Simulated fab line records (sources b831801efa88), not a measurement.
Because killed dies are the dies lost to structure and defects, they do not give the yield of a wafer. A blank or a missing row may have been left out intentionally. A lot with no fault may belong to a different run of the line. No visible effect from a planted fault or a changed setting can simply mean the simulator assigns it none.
What tool caused it? -- flow sky130 -- 13 lots with 39 wafers sampled at 3 steps, on a route of 708 steps

== WHAT EACH GAUGE READ, for each wafer ==
SKY_VIA4_OVL_MEAS_11. Usual: VIA4_OVL typically reads -0.4 nm, with standard deviation 1.3.
lot,measured,on,VIA4_OVL (nm),flag
L781,day 41 15:34,overlay-01,-3.0 -1.5 -0.5,
L782,day 42 16:22,overlay-01,-1.6 0.1 -0.2,
L785,day 44 06:40,overlay-01,-2.2 -0.9 -1.8,
L786,day 44 11:37,overlay-02,-0.3 -1.4 0.5,
L788,day 45 07:28,overlay-01,0.7 1.6 -0.2,
L794,day 47 15:43,overlay-02,-3.7 -2.2 -2.0,
L796,day 47 18:07,overlay-01,0.1 0.1 1.2,
L793,day 47 19:04,overlay-01,0.6 0.0 0.5,
L795,day 47 20:01,overlay-02,0.0 2.0 0.7,
L799,day 47 21:04,overlay-01,-1.3 -0.7 -0.8,
L800,day 47 21:43,overlay-02,0.1 -0.3 0.2,
L802,day 48 23:49,overlay-01,-2.0 -0.2 -1.7,
L804,day 49 04:52,overlay-02,-1.6 -1.8 -0.8,

SKY_VIA4_RS_MEAS_19: measures by four-point-probe. Usual: VIA4_W_RS typically reads 0.2258 ohm/sq, with standard deviation 0.0029.
lot,measured,on,VIA4_W_RS (ohm/sq),flag
L781,day 41 16:29,film-metro-03,0.2225 0.2280 0.2248,
L782,day 42 17:17,film-metro-01,0.2297 0.2291 0.2317,
L785,day 44 07:36,film-metro-03,0.2283 0.2282 0.2289,
L786,day 44 12:34,film-metro-03,0.2220 0.2244 0.2226,
L788,day 45 08:23,film-metro-03,0.2264 0.2282 0.2230,
L794,day 47 16:42,film-metro-04,0.2272 0.2300 0.2280,
L796,day 47 19:27,film-metro-01,0.2218 0.2263 0.2229,
L793,day 47 20:03,film-metro-04,0.2254 0.2196 0.2238,
L795,day 47 20:58,film-metro-01,0.2286 0.2294 0.2292,
L799,day 47 22:01,film-metro-04,0.2239 0.2284 0.2230,
L800,day 47 22:41,film-metro-04,0.2227 0.2220 0.2239,
L802,day 49 00:45,film-metro-04,0.2277 0.2264 0.2266,
L804,day 49 05:46,film-metro-03,0.2218 0.2261 0.2211,

== WHAT TOOL EACH LOT RAN ON (gives the tool, then ch and the chambers of the sampled wafers, and finally the start) ==
lot,SKY_METAL3_CLEAN_21
L781,"wet-bench-04 ch 0, day 37 06:32"
L782,"wet-bench-01 ch 2, day 38 09:17"
L785,"wet-bench-04 ch 3, day 40 03:44"
L786,"wet-bench-03 ch 3, day 40 08:43"
L788,"wet-bench-01 ch 3, day 41 05:31"
L794,"wet-bench-01 ch 0, day 44 00:23"
L796,"wet-bench-03 ch 0, day 44 01:35"
L793,"wet-bench-04 ch 0, day 44 03:59"
L795,"wet-bench-04 ch 1, day 44 04:44"
L799,"wet-bench-03 ch 2, day 44 06:02"
L800,"wet-bench-01 ch 0, day 44 07:37"
L802,"wet-bench-03 ch 3, day 45 13:02"
L804,"wet-bench-01 ch 0, day 45 19:29"
- SKY_METAL3_CLEAN_21: cleans in IPA, time 180 s.

== AS READ BY THE TOOLS THEMSELVES (means over the sampled wafers that have a number; for cases with no such wafer, the mark the record gives instead) ==
The record holds no such reading with a usual standard deviation.

== THE ANSWER, worked out from the rows above alone ==
Rule: a lot counts as off when the mean over its wafers that have a number is more than 3 standard deviations away from the usual mean. Also off: a lot with no number at a reading for which 4 or more lots have one. All remaining lots with rows at the step are treated as sound. First the gauges in route order, then the tools' own readings, where a lot's mean is used as printed above. At the first step where some lot is off, the reading lying furthest off is the one used; lots without a number count as furthest.
Across all readings shown, no lot is off: no conclusion can be drawn from this.

== WHAT HAD BEEN PUT IN BY THE SIMULATOR ==
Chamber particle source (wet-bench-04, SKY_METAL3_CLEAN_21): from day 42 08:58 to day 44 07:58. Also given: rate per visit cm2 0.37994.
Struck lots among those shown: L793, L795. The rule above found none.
